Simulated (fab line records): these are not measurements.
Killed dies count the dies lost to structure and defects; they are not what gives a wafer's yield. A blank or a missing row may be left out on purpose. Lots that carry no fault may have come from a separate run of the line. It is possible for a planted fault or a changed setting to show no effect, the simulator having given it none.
Which tool was responsible? | flow sky130 | 11 lots with 33 wafers sampled at 7 steps, on a route of 708 steps

== WHAT THE GAUGES READ, wafer by wafer ==
SKY_LDD_N_TW_MEAS_17. Usual: for LDD_N_TW the level is 2586 and the standard deviation is 35.
lot  | measured     | on           | LDD_N_TW       | flag
L249 | day 18 01:50 | filmMetro-04 | 2565 2566 2561 | 
L250 | day 18 17:45 | filmMetro-01 | 2638 2636 2627 | 
L256 | day 20 16:31 | filmMetro-01 | 2618 2614 2612 | 
L258 | day 21 15:23 | filmMetro-04 | 2548 2567 2568 | 
L259 | day 22 03:53 | filmMetro-01 | 2619 2619 2634 | 
L260 | day 22 18:10 | filmMetro-04 | 2571 2564 2572 | 
L261 | day 23 00:32 | filmMetro-01 | 2631 2624 2608 | 
L263 | day 23 07:25 | filmMetro-01 | 2626 2626 2616 | 
L264 | day 23 17:08 | filmMetro-01 | 2613 2635 2630 | 
L265 | day 23 19:05 | filmMetro-04 | 2554 2560 2565 | 
L266 | day 24 20:43 | filmMetro-01 | 2612 2620 2620 | 

SKY_LDD_LDN_TW_MEAS_13. Usual: for LDD_LDN_TW the level is 1477 and the standard deviation is 22.
lot  | measured     | on           | LDD_LDN_TW     | flag
L249 | day 23 05:25 | filmMetro-01 | 1508 1492 1514 | 
L250 | day 23 22:24 | filmMetro-01 | 1507 1509 1504 | 
L256 | day 25 17:02 | filmMetro-03 | 1458 1456 1456 | 
L258 | day 26 13:26 | filmMetro-03 | 1454 1450 1462 | 
L259 | day 27 03:41 | filmMetro-04 | 1461 1466 1453 | 
L260 | day 27 16:29 | filmMetro-01 | 1498 1503 1490 | 
L261 | day 27 20:44 | filmMetro-04 | 1457 1459 1468 | 
L263 | day 28 03:26 | filmMetro-01 | 1507 1510 1509 | 
L264 | day 28 12:58 | filmMetro-03 | 1442 1448 1445 | 
L265 | day 28 16:34 | filmMetro-01 | 1511 1506 1508 | 
L266 | day 29 15:26 | filmMetro-01 | 1496 1493 1493 | 

SKY_SD_P_TW_MEAS_11. Usual: for SD_P_TW the level is 2795 and the standard deviation is 20.
lot  | measured     | on           | SD_P_TW        | flag
L249 | day 25 17:58 | filmMetro-03 | 2781 2778 2788 | 
L250 | day 27 10:46 | filmMetro-04 | 2797 2787 2794 | 
L256 | day 28 04:11 | filmMetro-04 | 2808 2796 2816 | 
L258 | day 29 00:47 | filmMetro-04 | 2799 2818 2804 | 
L259 | day 29 13:10 | filmMetro-04 | 2813 2809 2797 | 
L260 | day 30 02:52 | filmMetro-03 | 2790 2781 2776 | 
L261 | day 30 06:58 | filmMetro-02 | 2825 2826 2834 | 
L263 | day 30 13:32 | filmMetro-02 | 2620 2626 2638 | OFF
L264 | day 30 23:16 | filmMetro-02 | 2620 2617 2627 | OFF
L265 | day 31 01:05 | filmMetro-03 | 2785 2774 2759 | 
L266 | day 32 00:28 | filmMetro-02 | 2622 2610 2626 | OFF

SKY_SD_N_RS_MEAS_17: measures by four-point-probe. Usual: for SD_P_RS the level is 147.0 ohm/sq and the standard deviation is 0.39.
lot  | measured     | on           | SD_P_RS (ohm/sq)  | flag
L249 | day 28 03:22 | filmMetro-04 | 147.2 147.1 147.1 | 
L250 | day 29 20:13 | filmMetro-04 | 147.4 147.5 147.7 | 
L256 | day 30 10:58 | filmMetro-02 | 147.5 147.0 147.2 | 
L258 | day 31 09:04 | filmMetro-02 | 146.8 147.3 147.2 | 
L259 | day 31 22:10 | filmMetro-03 | 147.2 146.9 147.5 | 
L260 | day 32 10:55 | filmMetro-04 | 147.1 148.0 147.3 | 
L261 | day 32 15:20 | filmMetro-02 | 146.8 146.6 147.1 | 
L263 | day 32 19:52 | filmMetro-02 | 152.7 152.5 153.0 | OFF
L264 | day 33 06:28 | filmMetro-02 | 152.6 152.5 152.7 | OFF
L265 | day 33 07:29 | filmMetro-04 | 147.0 146.7 146.5 | 
L266 | day 34 05:59 | filmMetro-04 | 152.3 152.8 152.5 | OFF

SKY_LI_CONTACT_THK_MEAS_01. Usual: for LI_CONTACT_HDPCVD_THK the level is 931 nm and the standard deviation is 8.3.
lot  | measured     | on           | LI_CONTACT_HDPCVD_THK (nm) | flag
L249 | day 28 03:47 | filmMetro-02 | 942 936 934                | 
L250 | day 29 20:34 | filmMetro-04 | 931 933 934                | 
L256 | day 30 11:19 | filmMetro-03 | 921 924 922                | 
L258 | day 31 09:26 | filmMetro-04 | 932 935 943                | 
L259 | day 31 22:32 | filmMetro-02 | 936 937 936                | 
L260 | day 32 11:15 | filmMetro-03 | 913 934 920                | 
L261 | day 32 15:42 | filmMetro-03 | 926 923 928                | 
L263 | day 32 20:14 | filmMetro-03 | 926 921 934                | 
L264 | day 33 06:49 | filmMetro-03 | 945 953 938                | 
L265 | day 33 07:49 | filmMetro-03 | 931 913 916                | 
L266 | day 34 06:21 | filmMetro-04 | 932 920 929                | 

== TOOL THAT RAN EACH LOT (tool first, then ch and the chambers of the sampled wafers, then the start) ==
lot  | SKY_SD_P_IMPLANT_09             | SKY_SD_P_STRIP_10
L249 | implanter-01 ch 0, day 25 17:43 | plasmaAsher-04 ch 0,1, day 25 17:52
L250 | implanter-03 ch 0, day 27 10:32 | plasmaAsher-03 ch 0,1, day 27 10:40
L256 | implanter-04 ch 0, day 28 03:56 | plasmaAsher-04 ch 0,1, day 28 04:05
L258 | implanter-01 ch 0, day 29 00:32 | plasmaAsher-02 ch 0,1, day 29 00:41
L259 | implanter-01 ch 0, day 29 12:55 | plasmaAsher-03 ch 0,1, day 29 13:04
L260 | implanter-03 ch 0, day 30 02:40 | plasmaAsher-03 ch 0,1, day 30 02:47
L261 | implanter-03 ch 0, day 30 06:43 | plasmaAsher-03 ch 0,1, day 30 06:52
L263 | implanter-03 ch 0, day 30 13:17 | plasmaAsher-02 ch 1, day 30 13:26
L264 | implanter-03 ch 0, day 30 23:01 | plasmaAsher-03 ch 0,1, day 30 23:10
L265 | implanter-01 ch 0, day 31 00:52 | plasmaAsher-03 ch 0,1, day 31 00:59
L266 | implanter-03 ch 0, day 32 00:13 | plasmaAsher-03 ch 0,1, day 32 00:22
- SKY_SD_P_IMPLANT_09
- SKY_SD_P_STRIP_10: strips in O2/N2.

== WHAT THE TOOLS THEMSELVES READ (means of the sampled wafers that have a number; where no wafer has one, the mark that the record gives instead) ==
SKY_SD_P_IMPLANT_09. Usual: beamEnergyKeV 19.999, standard deviation 0.006; doseIonsCm2 3e+15, standard deviation 3.3e+12; tiltDeg -0.002 degrees, standard deviation 0.02.
lot  | tool         | beamEnergyKeV | doseIonsCm2 | tiltDeg (degrees) | flag
L249 | implanter-01 | 19.995        | 3e+15       | -0.001            | 
L250 | implanter-03 | 19.997        | 3e+15       | -0.014            | 
L256 | implanter-04 | 20.001        | 3e+15       | -0.024            | 
L258 | implanter-01 | 20.004        | 3e+15       | 0.005             | 
L259 | implanter-01 | 20.002        | 3e+15       | -0.007            | 
L260 | implanter-03 | 20.001        | 3e+15       | -0.005            | 
L261 | implanter-03 | 19.988        | 3e+15       | 0.009             | 
L263 | implanter-03 | 20.001        | 2e+15       | 0.006             | OFF
L264 | implanter-03 | 19.995        | 2e+15       | -0.007            | OFF
L265 | implanter-01 | 19.999        | 3e+15       | -0.022            | 
L266 | implanter-03 | 19.992        | 2e+15       | -0.003            | OFF

SKY_SD_P_STRIP_10. Usual: drypumpMotorCurrentA 5.7 A, standard deviation 0.59; oesProductAu 0.617 a.u., standard deviation 0.0049; stripTimeToEndpointS 17.51 s, standard deviation 0.037.
lot  | tool           | drypumpMotorCurrentA (A) | oesProductAu (a.u.) | stripTimeToEndpointS (s) | flag
L249 | plasmaAsher-04 | 5.8                      | 0.619               | 17.50                    | 
L250 | plasmaAsher-03 | 5.6                      | 0.621               | 17.49                    | 
L256 | plasmaAsher-04 | 5.5                      | 0.615               | 17.55                    | 
L258 | plasmaAsher-02 | 5.8                      | 0.613               | 17.50                    | 
L259 | plasmaAsher-03 | 5.7                      | 0.616               | 17.52                    | 
L260 | plasmaAsher-03 | 5.6                      | 0.614               | 17.52                    | 
L261 | plasmaAsher-03 | 5.6                      | 0.615               | 17.52                    | 
L263 | plasmaAsher-02 | 5.1                      | 0.627               | 16.79                    | OFF
L264 | plasmaAsher-03 | 6.1                      | 0.632               | 16.79                    | OFF
L265 | plasmaAsher-03 | 5.6                      | 0.616               | 17.49                    | 
L266 | plasmaAsher-03 | 5.6                      | 0.635               | 16.75                    | OFF

== THE ANSWER, worked out from the rows above alone ==
Rule: a lot is off if the mean of its wafers that have a number lies more than 3 standard deviations from the usual mean. Also off: a lot with no number at a reading for which 4 or more lots have one. The other lots that the step has rows for count as sound. After the gauges, taken in route order, come the tools' own readings; for these a lot's mean is taken, as printed above. The first step at which some lot is off is used, and at that step the reading that is off furthest; a lot without a number counts as furthest.
Off: L263, L264, L266, seen at SKY_SD_P_TW_MEAS_11 (SD_P_TW).
If a tool, at a process step before that reading, ran all the lots that are off and no sound lot after the first of them, it fits. Not tried: the gauges at SKY_SD_P_TW_MEAS_11; whatever is off there is also off at SKY_SD_P_IMPLANT_09, on other tools, and gauge error can't account for it. One candidate fits, namely implanter-03 at SKY_SD_P_IMPLANT_09. Its last sound lot is L261 (day 30 06:43), its first lot that is off L263 (day 30 13:17): a fault that began between those two fits.
On the lots that are off, the tool's own readings at SKY_SD_P_IMPLANT_09 differ by more than 5 times the standard deviation of the sound lots' means, which bears it out; doseIonsCm2 reads 2e+15 there versus 3e+15 on the sound lots.

== WHAT THE SIMULATOR HAD PUT IN ==
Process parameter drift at SKY_SD_P_IMPLANT_09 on implanter-03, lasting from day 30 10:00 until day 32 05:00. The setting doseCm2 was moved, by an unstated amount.
Shown lots that were struck: L263, L264, L266. Same finding as the rule above.
